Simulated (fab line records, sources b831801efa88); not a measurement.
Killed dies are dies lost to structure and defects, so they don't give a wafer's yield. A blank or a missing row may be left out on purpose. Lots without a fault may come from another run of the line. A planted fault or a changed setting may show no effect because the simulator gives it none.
fab line records | flow gf180mcu
record lots=5 wafers=15 last_day=34
route steps=602 shown V2@394 M3@409
lots that met no fault: from a run of the same line without faults
start_h: hours from the record's first day to the start of the lot's first wafer shown | wait_h: hours since the lot's step before | " the same as in the row above | L1.1+2: a row that stands for several wafers | - no value, or no start given | * or withheld: withheld | < > ~ a bound
route shown NAME@n: a module of which the file shows steps, and the number in the route of the first | usual: mean/standard deviation of fault-free wafers | same: alike in all rows | chamber/n: place in a boat | sites: the reading at each site | _std_site: their standard deviation | _edge_site: outer sites' mean less inner sites' | radius_mm: how far each site lies from the wafer's centre | mask NAME#n: copy n | behind: the tool/chamber that last shaped the wafer | hold: why the lot was held/for how many hours/how that ended | device: the transistor (n, p or np) that didn't switch | end of line: the same wafers' tests at the end of the route | a step without rows: its recipe alone | killed: dies lost to structure and defects at the first sort, not the wafer's yield | map: a wafer's dies, x killed, . not, _ none there
set.NAME: the setting as run; set.NAME@STEP: as run at that earlier step | model.NAME: the simulator's own value behind a step, which no gauge read
lots at some steps of the route; a table a step, a row a wafer
services: from which hour (start_h, from the record's first day; less than 0 if before it) a tool's chamber was out of use, for how many hours, and why
## steps
# step GF_V2_PEB_12
# recipe peb_temp_c=135 peb_time_s=90 resist=KrF
# usual exhaust_pa=45.2/0.87
# columns lot.wafer tool chamber start_h wait_h exhaust_pa
L075.4 litho_track-04 0 - - 45.6
L075.5 " 0 " " 46.5
L075.6 " 0 " " 46.2
L085.2 litho_track-01 0 - - 45.8
L085.4 " 0 " " 47.0
L085.5 " 0 " " 45.6
L091.4 litho_track-01 0 - - 45.8
L091.5 " 0 " " 46.5
L091.6 " 0 " " 44.6
L093.2 litho_track-03 0 - - 45.2
L093.4 " 0 " " 45.1
L093.6 " 0 " " 44.4
L097.2 litho_track-04 0 - - 45.6
L097.5 " 0 " " 44.9
L097.6 " 0 " " 44.4
# step GF_V2_DEVELOP_13
# recipe develop_time_s=60 resist=KrF dev_temp_c=21
# usual exhaust_pa=45.1/1
# columns lot.wafer tool chamber start_h wait_h exhaust_pa
L075.4 litho_track-04 0 467.77 0.1 46.2
L075.5 " 0 " " 44.0
L075.6 " 0 " " 42.9
L085.2 litho_track-01 0 557.52 0.2 45.2
L085.4 " 0 " " 45.9
L085.5 " 0 " " 43.4
L091.4 litho_track-01 0 605.47 0.1 44.3
L091.5 " 0 " " 44.6
L091.6 " 0 " " 45.0
L093.2 litho_track-03 0 626.54 0.2 46.6
L093.4 " 0 " " 45.0
L093.6 " 0 " " 45.7
L097.2 litho_track-04 0 649.82 0.2 45.8
L097.5 " 0 " " 44.4
L097.6 " 0 " " 44.4
# step GF_V2_CD_MEAS_14
# recipe target_cd_nm=260
# usual cd_nm=259.9/1.3
# columns lot.wafer tool chamber start_h wait_h cd_nm
L075.4 cd_sem-02 - 467.90 0.1 259.1
L075.5 " - " " 259.6
L075.6 " - " " 259.8
L085.2 cd_sem-01 - 557.67 0.1 261.1
L085.4 " - " " 260.5
L085.5 " - " " 260.9
L091.4 cd_sem-01 - 605.61 0.1 262.0
L091.5 " - " " 262.6
L091.6 " - " " 261.9
L093.2 cd_sem-02 - 626.68 0.1 262.6
L093.4 " - " " 263.2
L093.6 " - " " 261.5
L097.2 cd_sem-02 - 649.96 0.1 261.1
L097.5 " - " " 260.7
L097.6 " - " " 259.7
# step GF_V2_OVL_MEAS_15
# usual V2_OVL=-1/4.9
# columns lot.wafer tool chamber start_h wait_h V2_OVL[nm]
L075.4 overlay-02 - 467.98 0.1 -6
L075.5 " - " " 3
L075.6 " - " " -3
L085.2 overlay-02 - 557.77 0.1 6
L085.4 " - " " 12
L085.5 " - " " 7
L091.4 overlay-02 - 605.68 0.1 -6
L091.5 " - " " 2
L091.6 " - " " -4
L093.2 overlay-01 - 626.79 0.1 -5
L093.4 " - " " -2
L093.6 " - " " -1
L097.2 overlay-01 - 650.07 0.1 -9
L097.5 " - " " 5
L097.6 " - " " 3
# step GF_V2_ETCH_16
# recipe chemistry=N2/H2 target_depth_a=withheld overetch_a=withheld time_s=withheld target=BARC ion_energy_ev=200 source_w=500 bias_w=100 pressure_mtorr=30 n2_flow_sccm=100 h2_flow_sccm=200
# usual drypump_motor_current_A=5.6/0.41 oes_product_au=0.856/0.0051 throttle_valve_pct=13.225/0.0098
# columns lot.wafer tool chamber start_h wait_h drypump_motor_current_A oes_product_au throttle_valve_pct
L075.4 rie_diel-02 1 468.00 0.0 5.5 0.856 13.229
L075.5 " 2 " " 6.1 0.860 13.240
L075.6 " 3 " " 5.4 0.855 13.222
L085.2 rie_diel-01 0 557.80 0.0 5.8 0.861 13.222
L085.4 " 3 " " 4.9 0.850 13.220
L085.5 " 0 " " 5.8 0.852 13.238
L091.4 rie_diel-02 2 605.70 0.0 6.1 0.847 13.226
L091.5 " 1 " " 5.6 0.854 13.226
L091.6 " 2 " " 6.1 0.855 13.220
L093.2 rie_diel-03 2 626.82 0.0 5.4 0.852 13.222
L093.4 " 1 " " 5.2 0.852 13.220
L093.6 " 2 " " 5.4 0.852 13.229
L097.2 rie_diel-02 0 650.10 0.0 6.2 0.856 13.211
L097.5 " 1 " " 5.5 0.859 13.212
L097.6 " 2 " " 6.1 0.846 13.221
# step GF_V2_ETCH_17
# recipe chemistry=C4F8/O2/Ar mask_material=KrF target=SiO2 stop_on=TiN source_w=1500 bias_w=1200 pressure_mtorr=40 c4f8_flow_sccm=withheld O2_flow_sccm=6 Ar_flow_sccm=300 time_s=withheld target_depth_a=6300
# usual oes_product_au=0.855/0.0048
# columns lot.wafer tool chamber start_h wait_h oes_product_au
L075.4 rie_diel-02 1 - - 0.846
L075.5 " 2 " " 0.855
L075.6 " 3 " " 0.851
L085.2 rie_diel-01 0 - - 0.850
L085.4 " 3 " " 0.857
L085.5 " 0 " " 0.857
L091.4 rie_diel-02 2 - - 0.852
L091.5 " 1 " " 0.860
L091.6 " 2 " " 0.857
L093.2 rie_diel-03 2 - - 0.851
L093.4 " 1 " " 0.851
L093.6 " 2 " " 0.853
L097.2 rie_diel-02 0 - - 0.851
L097.5 " 1 " " 0.859
L097.6 " 2 " " 0.854
# step GF_V2_STRIP_18
# recipe chemistry=O2/N2 power_w=1400 pressure_mtorr=1500 platen_temp_c=250 o2_flow_sccm=3000 n2_flow_sccm=300 overash_fraction=0.5
# usual drypump_motor_current_A=5.52/0.3 heater_power_w=346/46 oes_product_au=0.592/0.0056
# same overash_fraction=0.5
# columns lot.wafer tool chamber start_h wait_h drypump_motor_current_A heater_power_w oes_product_au rf_hours_counter_h
L075.4 plasma_asher-04 1 468.16 - 5.51 325 0.595 -
L075.5 " 0 " " 5.70 373 0.587 -
L075.6 " 1 " " 5.51 325 0.589 -
L085.2 plasma_asher-04 1 557.93 - 5.52 329 0.597 48
L085.4 " 1 " " 5.53 335 0.592 -
L085.5 " 0 " " 5.65 378 0.592 -
L091.4 plasma_asher-04 1 605.87 - 5.53 322 0.585 -
L091.5 " 0 " " 5.65 366 0.592 -
L091.6 " 1 " " 5.52 330 0.589 -
L093.2 plasma_asher-04 1 626.95 - 5.50 333 0.591 56
L093.4 " 1 " " 5.50 326 0.575 -
L093.6 " 1 " " 5.46 330 0.594 -
L097.2 plasma_asher-03 1 650.23 - 6.05 343 0.594 96
L097.5 " 0 " " 5.43 296 0.598 -
L097.6 " 1 " " 6.08 339 0.595 -
# step GF_V2_STRIP_19
# recipe chemistry=post_etch_residue_remover time_s=1200 temp_c=72.5
# columns lot.wafer tool chamber start_h wait_h
L075.4+5+6 wet_bench-01 2 468.23 0.0
L085.2+4+5 wet_bench-04 0 558.03 0.1
L091.4+5+6 wet_bench-04 3 605.93 0.0
L093.2+4+6 wet_bench-01 0 627.05 0.1
L097.2+5+6 wet_bench-01 1 650.33 0.1
# step GF_V2_CLEAN_20
# recipe chemistry=DIW dry=n2_spin
# columns lot.wafer tool chamber start_h wait_h
L075.4+5+6 wet_bench-04 0 468.60 0.0
L085.2+4+5 wet_bench-02 3 558.72 0.0
L091.4+5+6 wet_bench-01 0 606.27 0.0
L093.2+4+6 wet_bench-02 0 627.73 0.0
L097.2+5+6 wet_bench-02 2 650.67 0.0
# step GF_V2_SPUTTER_21
# recipe material=Ti target_thk_nm=15 chamber_pressure_pa=5 power_w=2500 substrate_temp_c=200 time_s=80.02
# usual chamber_pressure_pa=5.000/0.01 throttle_valve_pct=30.2/0.87
# columns lot.wafer tool chamber start_h wait_h chamber_pressure_pa throttle_valve_pct
L075.4 pvd_sputter-01 - 468.83 0.0 4.994 31.0
L075.5 " - " " 5.000 29.5
L075.6 " - " " 4.994 30.5
L085.2 pvd_sputter-04 - 558.81 0.0 5.017 29.7
L085.4 " - " " 5.019 28.7
L085.5 " - " " 5.012 28.7
L091.4 pvd_sputter-04 - 606.37 0.0 4.993 29.8
L091.5 " - " " 4.996 29.4
L091.6 " - " " 5.003 28.6
L093.2 pvd_sputter-04 - 627.91 0.0 5.000 28.6
L093.4 " - " " 5.001 29.5
L093.6 " - " " 4.998 29.6
L097.2 pvd_sputter-04 - 650.76 0.0 5.000 29.3
L097.5 " - " " 5.028 28.4
L097.6 " - " " 4.984 29.5
# step GF_V2_SPUTTER_22
# recipe material=TiN target_thk_nm=10 chamber_pressure_pa=5 power_w=4000 time_s=40
# usual chamber_pressure_pa=5.001/0.0092 throttle_valve_pct=30.2/0.89
# columns lot.wafer tool chamber start_h wait_h chamber_pressure_pa throttle_valve_pct
L075.4 pvd_sputter-01 - 468.88 0.0 5.012 31.1
L075.5 " - " " 5.009 29.6
L075.6 " - " " 5.002 30.4
L085.2 pvd_sputter-04 - 558.87 0.0 4.989 29.5
L085.4 " - " " 5.000 28.7
L085.5 " - " " 5.010 28.6
L091.4 pvd_sputter-04 - 606.43 0.0 4.994 29.9
L091.5 " - " " 5.006 29.3
L091.6 " - " " 5.003 28.6
L093.2 pvd_sputter-04 - 627.98 0.0 4.990 28.6
L093.4 " - " " 5.005 29.6
L093.6 " - " " 5.007 30.0
L097.2 pvd_sputter-04 - 650.82 0.0 4.997 29.4
L097.5 " - " " 4.987 28.7
L097.6 " - " " 5.004 29.2
# step GF_V2_CVD_23
# recipe material=W target_thk_nm=350 time_s=104.94 temp_c=400 pressure_torr=40
# usual chamber_pressure_Torr=40.01/0.084 heater_power_outer_w=497/23 heater_power_w=820/56
# columns lot.wafer tool chamber start_h wait_h chamber_pressure_Torr heater_power_outer_w heater_power_w
L075.4 cvd_w-01 1 468.94 0.0 39.96 477 761
L075.5 " 1 " " 40.14 479 752
L075.6 " 0 " " 39.98 471 749
L085.2 cvd_w-02 1 558.91 0.0 40.00 527 883
L085.4 " 1 " " 40.03 530 886
L085.5 " 0 " " 40.08 495 826
L091.4 cvd_w-01 1 606.50 0.1 40.09 491 772
L091.5 " 1 " " 39.99 494 816
L091.6 " 0 " " 40.09 469 755
L093.2 cvd_w-01 1 628.01 0.0 39.95 493 794
L093.4 " 0 " " 40.09 479 752
L093.6 " 1 " " 40.03 493 803
L097.2 cvd_w-01 1 650.86 0.0 39.95 486 769
L097.5 " 0 " " 40.01 464 742
L097.6 " 1 " " 39.92 498 783
# step GF_V2_RS_MEAS_24
# recipe thk_meas_gauge=four-point-probe reads=W_of_V2_CVD_23+TiN_of_V2_SPUTTER_22+Ti_of_V2_SPUTTER_21
# usual V2_W_RS=0.329/0.0032
# columns lot.wafer tool chamber start_h wait_h V2_W_RS[ohm/sq]
L075.4 film_metro-04 - 469.07 0.1 0.333
L075.5 " - " " 0.328
L075.6 " - " " 0.332
L085.2 film_metro-01 - 559.04 0.1 0.326
L085.4 " - " " 0.331
L085.5 " - " " 0.329
L091.4 film_metro-01 - 606.64 0.1 0.331
L091.5 " - " " 0.325
L091.6 " - " " 0.331
L093.2 film_metro-04 - 628.15 0.1 0.330
L093.4 " - " " 0.332
L093.6 " - " " 0.329
L097.2 film_metro-01 - 650.99 0.1 0.330
L097.5 " - " " 0.332
L097.6 " - " " 0.326
# step GF_V2_THK_MEAS_25
# recipe thk_meas_gauge=xrf reads=W_of_V2_CVD_23
# usual V2_W_THK=345/3.9
# columns lot.wafer tool chamber start_h wait_h V2_W_THK[nm]
L075.4 film_metro-04 - 469.16 0.1 338
L075.5 " - " " 344
L075.6 " - " " 340
L085.2 film_metro-01 - 559.15 0.1 347
L085.4 " - " " 345
L085.5 " - " " 345
L091.4 film_metro-01 - 606.73 0.1 342
L091.5 " - " " 349
L091.6 " - " " 343
L093.2 film_metro-04 - 628.26 0.1 342
L093.4 " - " " 340
L093.6 " - " " 342
L097.2 film_metro-01 - 651.10 0.1 345
L097.5 " - " " 345
L097.6 " - " " 347
# step GF_V2_CMP_26
# recipe stop_on=SiO2 down_force_psi=3.5 platen_rpm=60 t_overpolish_s=15 target_thk_nm=0 pad_velocity_m_s=0.94248
# usual motor_current_A=11.4/0.99 overpolish_run_s=15.001/0.0093 time_to_endpoint_s=83/4.1
# columns lot.wafer tool chamber start_h wait_h motor_current_A overpolish_run_s time_to_endpoint_s
L075.4 cmp-02 3 469.29 0.1 12.0 14.998 80
L075.5 " 1 " " 11.3 14.992 81
L075.6 " 2 " " 11.4 14.999 77
L085.4 cmp-02 1 559.25 0.1 10.7 14.996 86
L085.2 " 3 " " 10.9 14.998 89
L085.5 " 0 " " 11.7 14.994 90
L091.4 cmp-01 0 606.81 0.1 13.8 14.993 78
L091.5 " 3 " " 10.0 14.994 86
L091.6 " 0 " " 13.7 14.996 80
L093.2 cmp-01 1 628.41 0.1 10.5 15.003 82
L093.4 " 2 " " 11.8 15.007 81
L093.6 " 3 " " 10.5 14.992 84
L097.2 cmp-01 3 651.15 0.0 10.3 15.022 78
L097.6 " 3 " " 10.6 15.001 81
L097.5 " 0 " " 13.0 14.997 76
# step GF_M3_SPUTTER_00
# recipe material=Ti target_thk_nm=37.5 arriving_ion_energy_ev=80 substrate_temp_c=200 chamber_pressure_pa=2 power_w=4000 time_s=150
# usual chamber_pressure_pa=2.001/0.0043 throttle_valve_pct=30.3/1.2
# columns lot.wafer tool chamber start_h wait_h chamber_pressure_pa throttle_valve_pct
L075.4 pvd_sputter-04 - 469.49 0.1 1.993 29.3
L075.5 " - " " 2.008 31.0
L075.6 " - " " 1.988 29.0
L085.2 pvd_sputter-02 - 559.50 0.1 1.994 32.5
L085.4 " - " " 1.998 30.7
L085.5 " - " " 1.997 30.6
L091.4 pvd_sputter-02 - 607.06 0.2 2.002 30.6
L091.5 " - " " 1.996 32.6
L091.6 " - " " 2.006 29.7
L093.2 pvd_sputter-02 - 628.61 0.1 1.993 29.6
L093.4 " - " " 2.002 30.1
L093.6 " - " " 2.000 30.9
L097.2 pvd_sputter-02 - 651.45 0.2 2.004 30.2
L097.5 " - " " 2.000 32.7
L097.6 " - " " 2.011 30.8
# step GF_M3_SPUTTER_01
# recipe material=TiN target_thk_nm=30 power_w=6500 time_s=25 chamber_pressure_pa=0.4
# usual chamber_pressure_pa=0.4001/0.00084 throttle_valve_pct=30.3/1.2
# columns lot.wafer tool chamber start_h wait_h chamber_pressure_pa throttle_valve_pct
L075.4 pvd_sputter-04 - 469.59 0.1 0.4001 29.4
L075.5 " - " " 0.3995 31.1
L075.6 " - " " 0.4000 29.3
L085.2 pvd_sputter-02 - 559.60 0.1 0.4002 32.4
L085.4 " - " " 0.4008 30.5
L085.5 " - " " 0.4010 30.7
L091.4 pvd_sputter-02 - 607.16 0.1 0.4005 30.2
L091.5 " - " " 0.3996 32.3
L091.6 " - " " 0.3993 29.6
L093.2 pvd_sputter-02 - 628.71 0.1 0.3988 29.4
L093.4 " - " " 0.4004 30.0
L093.6 " - " " 0.3990 30.6
L097.2 pvd_sputter-02 - 651.55 0.1 0.4004 29.7
L097.5 " - " " 0.4007 32.4
L097.6 " - " " 0.3990 30.7
# step GF_M3_SPUTTER_02
# recipe material=AlCu target_thk_nm=450 power_w=10600 time_s=23.9 chamber_pressure_pa=0.4
# usual chamber_pressure_pa=0.4000/0.00068 throttle_valve_pct=30.3/1.1
# columns lot.wafer tool chamber start_h wait_h chamber_pressure_pa throttle_valve_pct
L075.4 pvd_sputter-04 - 469.62 0.0 0.4000 29.4
L075.5 " - " " 0.4000 31.1
L075.6 " - " " 0.4006 29.4
L085.2 pvd_sputter-02 - 559.63 0.0 0.4008 32.3
L085.4 " - " " 0.4003 30.5
L085.5 " - " " 0.3989 30.6
L091.4 pvd_sputter-02 - 607.19 0.0 0.4010 30.8
L091.5 " - " " 0.4002 32.9
L091.6 " - " " 0.3999 29.7
L093.2 pvd_sputter-02 - 628.74 0.0 0.4009 29.6
L093.4 " - " " 0.4000 30.0
L093.6 " - " " 0.4004 30.6
L097.2 pvd_sputter-02 - 651.58 0.0 0.3999 29.6
L097.5 " - " " 0.3997 32.4
L097.6 " - " " 0.3991 30.6
# step GF_M3_SPUTTER_03
# recipe material=Ti target_thk_nm=10 substrate_temp_c=300 chamber_pressure_pa=0.3 power_w=3000 time_s=6.7
# usual chamber_pressure_pa=0.2999/0.00057 throttle_valve_pct=30.3/1.1
# columns lot.wafer tool chamber start_h wait_h chamber_pressure_pa throttle_valve_pct
L075.4 pvd_sputter-04 - 469.65 0.0 0.3001 29.4
L075.5 " - " " 0.2993 31.0
L075.6 " - " " 0.3004 29.3
L085.2 pvd_sputter-02 - 559.66 0.0 0.3003 32.6
L085.4 " - " " 0.3007 30.8
L085.5 " - " " 0.3009 30.6
L091.4 pvd_sputter-02 - 607.22 0.0 0.2992 30.5
L091.5 " - " " 0.2988 32.6
L091.6 " - " " 0.3003 29.9
L093.2 pvd_sputter-02 - 628.77 0.0 0.2988 29.7
L093.4 " - " " 0.2997 30.0
L093.6 " - " " 0.2995 30.8
L097.2 pvd_sputter-02 - 651.61 0.0 0.2997 29.8
L097.5 " - " " 0.2997 32.2
L097.6 " - " " 0.3001 30.4
# step GF_M3_SPUTTER_04
# recipe material=TiN target_thk_nm=50 power_w=6500 time_s=41.7 chamber_pressure_pa=0.4
# usual chamber_pressure_pa=0.4002/0.00074 throttle_valve_pct=30.3/1.1
# columns lot.wafer tool chamber start_h wait_h chamber_pressure_pa throttle_valve_pct
L075.4 pvd_sputter-04 - 469.67 0.0 0.3995 29.2
L075.5 " - " " 0.4000 31.0
L075.6 " - " " 0.4003 29.3
L085.2 pvd_sputter-02 - 559.68 0.0 0.3991 32.6
L085.4 " - " " 0.3999 30.5
L085.5 " - " " 0.3998 30.3
L091.4 pvd_sputter-02 - 607.24 0.0 0.3995 30.7
L091.5 " - " " 0.4002 32.3
L091.6 " - " " 0.3998 29.6
L093.2 pvd_sputter-02 - 628.79 0.0 0.4013 29.6
L093.4 " - " " 0.3998 30.3
L093.6 " - " " 0.3992 30.5
L097.2 pvd_sputter-02 - 651.63 0.0 0.3992 29.9
L097.5 " - " " 0.4016 32.5
L097.6 " - " " 0.3992 30.8
# step GF_M3_RS_MEAS_05
# recipe thk_meas_gauge=four-point-probe reads=TiN_of_M3_SPUTTER_04+Ti_of_M3_SPUTTER_03+AlCu_of_M3_SPUTTER_02+TiN_of_M3_SPUTTER_01+Ti_of_M3_SPUTTER_00
# usual M3_ALCU_RS=0.0692/0.00075
# columns lot.wafer tool chamber start_h wait_h M3_ALCU_RS[ohm/sq]
L075.4 film_metro-04 - 469.77 0.1 0.0671
L075.5 " - " " 0.0690
L075.6 " - " " 0.0679
L085.2 film_metro-02 - 559.74 0.0 0.0694
L085.4 " - " " 0.0693
L085.5 " - " " 0.0690
L091.4 film_metro-04 - 607.34 0.1 0.0693
L091.5 " - " " 0.0693
L091.6 " - " " 0.0686
L093.2 film_metro-04 - 628.85 0.0 0.0685
L093.4 " - " " 0.0690
L093.6 " - " " 0.0690
L097.2 film_metro-04 - 651.69 0.0 0.0697
L097.5 " - " " 0.0689
L097.6 " - " " 0.0695
# step GF_M3_THK_MEAS_06
# recipe thk_meas_gauge=xrf reads=AlCu_of_M3_SPUTTER_02
# usual M3_ALCU_THK=448/6.3
# columns lot.wafer tool chamber start_h wait_h M3_ALCU_THK[nm]
L075.4 film_metro-04 - 469.86 0.1 459
L075.5 " - " " 445
L075.6 " - " " 452
L085.2 film_metro-02 - 559.85 0.1 450
L085.4 " - " " 448
L085.5 " - " " 450
L091.4 film_metro-04 - 607.43 0.1 441
L091.5 " - " " 440
L091.6 " - " " 449
L093.2 film_metro-04 - 628.96 0.1 452
L093.4 " - " " 446
L093.6 " - " " 450
L097.2 film_metro-04 - 651.80 0.1 439
L097.5 " - " " 449
L097.6 " - " " 445
# step GF_M3_DEHYDRATE_07
# recipe temp_c=200 time_s=60
# usual exhaust_pa=45.0/0.85
# columns lot.wafer tool chamber start_h wait_h exhaust_pa
L075.4 litho_track-04 0 481.57 11.7 44.4
L075.5 " 0 " " 44.6
L075.6 " 0 " " 44.7
L085.2 litho_track-04 0 569.77 9.9 44.3
L085.4 " 0 " " 45.2
L085.5 " 0 " " 46.2
L091.4 litho_track-01 0 617.07 9.6 45.5
L091.5 " 0 " " 44.4
L091.6 " 0 " " 44.8
L093.2 litho_track-01 0 637.12 8.2 45.2
L093.4 " 0 " " 44.5
L093.6 " 0 " " 43.8
L097.2 litho_track-01 0 660.57 8.8 45.9
L097.5 " 0 " " 45.2
L097.6 " 0 " " 46.2
# step GF_M3_HMDS_08
# recipe prime_time_s=60 prime_temp_c=120
# usual exhaust_pa=44.8/0.95
# columns lot.wafer tool chamber start_h wait_h exhaust_pa
L075.4 litho_track-04 0 481.72 0.1 44.0
L075.5 " 0 " " 43.1
L075.6 " 0 " " 43.5
L085.2 litho_track-04 0 569.92 0.1 45.6
L085.4 " 0 " " 45.9
L085.5 " 0 " " 45.5
L091.4 litho_track-01 0 617.22 0.1 43.2
L091.5 " 0 " " 44.0
L091.6 " 0 " " 42.4
L093.2 litho_track-01 0 637.27 0.1 45.5
L093.4 " 0 " " 45.3
L093.6 " 0 " " 45.3
L097.2 litho_track-01 0 660.72 0.1 46.9
L097.5 " 0 " " 45.2
L097.6 " 0 " " 45.4
# step GF_M3_COAT_09
# recipe resist=KrF spin_rpm=withheld resist_thk_nm=1000
# usual exhaust_pa=44.9/0.84
# columns lot.wafer tool chamber start_h wait_h exhaust_pa
L075.4 litho_track-04 0 481.87 0.1 44.9
L075.5 " 0 " " 44.9
L075.6 " 0 " " 45.6
L085.2 litho_track-04 0 570.07 0.1 46.0
L085.4 " 0 " " 45.3
L085.5 " 0 " " 47.3
L091.4 litho_track-01 0 617.37 0.1 45.4
L091.5 " 0 " " 45.7
L091.6 " 0 " " 44.8
L093.2 litho_track-01 0 637.42 0.1 44.9
L093.4 " 0 " " 44.2
L093.6 " 0 " " 45.5
L097.2 litho_track-01 0 660.87 0.1 45.8
L097.5 " 0 " " 46.7
L097.6 " 0 " " 46.4
# step GF_M3_SOFTBAKE_10
# recipe temp_c=130 time_s=60 resist=KrF
# usual exhaust_pa=44.9/0.84
# columns lot.wafer tool chamber start_h wait_h exhaust_pa
L075.4 litho_track-04 0 482.02 0.1 45.0
L075.5 " 0 " " 45.2
L075.6 " 0 " " 44.1
L085.2 litho_track-04 0 570.22 0.1 44.6
L085.4 " 0 " " 46.5
L085.5 " 0 " " 46.3
L091.4 litho_track-01 0 617.52 0.1 44.2
L091.5 " 0 " " 43.5
L091.6 " 0 " " 44.6
L093.2 litho_track-01 0 637.57 0.1 44.2
L093.4 " 0 " " 44.2
L093.6 " 0 " " 44.7
L097.2 litho_track-01 0 661.02 0.1 42.7
L097.5 " 0 " " 44.6
L097.6 " 0 " " 45.1
# step GF_M3_EXPOSE_11
# recipe mask_id=Metal3 target_cd_nm=280 na=0.68 source_shape=conventional sigma_outer=0.6 dose_mj=28
# same sigma_outer=0.6
# columns lot.wafer tool chamber start_h wait_h mask
L075.4+5+6 krf_scanner-02 0 - - Metal3#0
L085.2+4+5 krf_scanner-01 0 - - Metal3#0
L091.4+5+6 krf_scanner-01 0 - - Metal3#0
L093.2+4+6 krf_scanner-02 0 - - Metal3#0
L097.2+5+6 krf_scanner-02 0 - - Metal3#0
# step GF_M3_PEB_12
# recipe peb_temp_c=135 peb_time_s=90 resist=KrF
# usual exhaust_pa=44.9/0.94
# columns lot.wafer tool chamber start_h wait_h exhaust_pa
L075.4 litho_track-01 0 - - 45.2
L075.5 " 0 " " 45.1
L075.6 " 0 " " 44.4
L085.2 litho_track-04 0 - - 45.3
L085.4 " 0 " " 45.3
L085.5 " 0 " " 45.8
L091.4 litho_track-01 0 - - 45.4
L091.5 " 0 " " 46.1
L091.6 " 0 " " 45.9
L093.2 litho_track-02 0 - - 44.1
L093.4 " 0 " " 44.6
L093.6 " 0 " " 44.6
L097.2 litho_track-04 0 - - 44.2
L097.5 " 0 " " 44.8
L097.6 " 0 " " 44.3
# step GF_M3_DEVELOP_13
# recipe develop_time_s=60 dev_temp_c=21
# usual exhaust_pa=45.0/1
# columns lot.wafer tool chamber start_h wait_h exhaust_pa
L075.4 litho_track-01 0 493.27 0.1 45.0
L075.5 " 0 " " 43.8
L075.6 " 0 " " 43.9
L085.2 litho_track-04 0 581.27 0.2 43.8
L085.4 " 0 " " 45.9
L085.5 " 0 " " 46.8
L091.4 litho_track-01 0 628.22 0.1 44.9
L091.5 " 0 " " 44.1
L091.6 " 0 " " 44.7
L093.2 litho_track-02 0 648.11 0.2 44.3
L093.4 " 0 " " 43.6
L093.6 " 0 " " 43.8
L097.2 litho_track-04 0 671.22 0.2 45.1
L097.5 " 0 " " 44.9
L097.6 " 0 " " 46.6
## services
# columns tool chamber start_h hours kind
krf_scanner-01 - 449.02 1.0 pm
krf_scanner-01 - 454.19 7.2 pm
rie_diel-03 - 456.57 0.5 repair
cmp-01 - 465.69 1.8 repair
rie_diel-02 3 469.20 25.0 repair
krf_scanner-02 - 514.76 1.3 pm
rie_diel-02 0 517.97 3.3 repair
rie_diel-02 0 521.54 6.1 repair
cmp-01 - 533.07 3.1 repair
cmp-01 - 542.79 6.9 pm
pvd_sputter-04 - 543.65 1.7 repair
krf_scanner-02 - 545.61 0.8 pm
cmp-01 - 554.68 2.5 repair
cvd_w-01 - 564.69 1.2 repair
cvd_w-01 - 572.16 14.6 pm
plasma_asher-04 - 575.42 1.4 repair
krf_scanner-02 - 578.10 1.0 pm
cmp-01 - 584.73 0.4 repair
pvd_sputter-02 - 592.74 2.0 repair
rie_diel-02 2 610.76 3.8 repair
cvd_w-01 0 635.22 12.0 repair
pvd_sputter-04 - 635.54 5.4 repair
cvd_w-01 - 652.14 0.6 repair
rie_diel-02 1 666.27 4.6 repair
## key
fault none
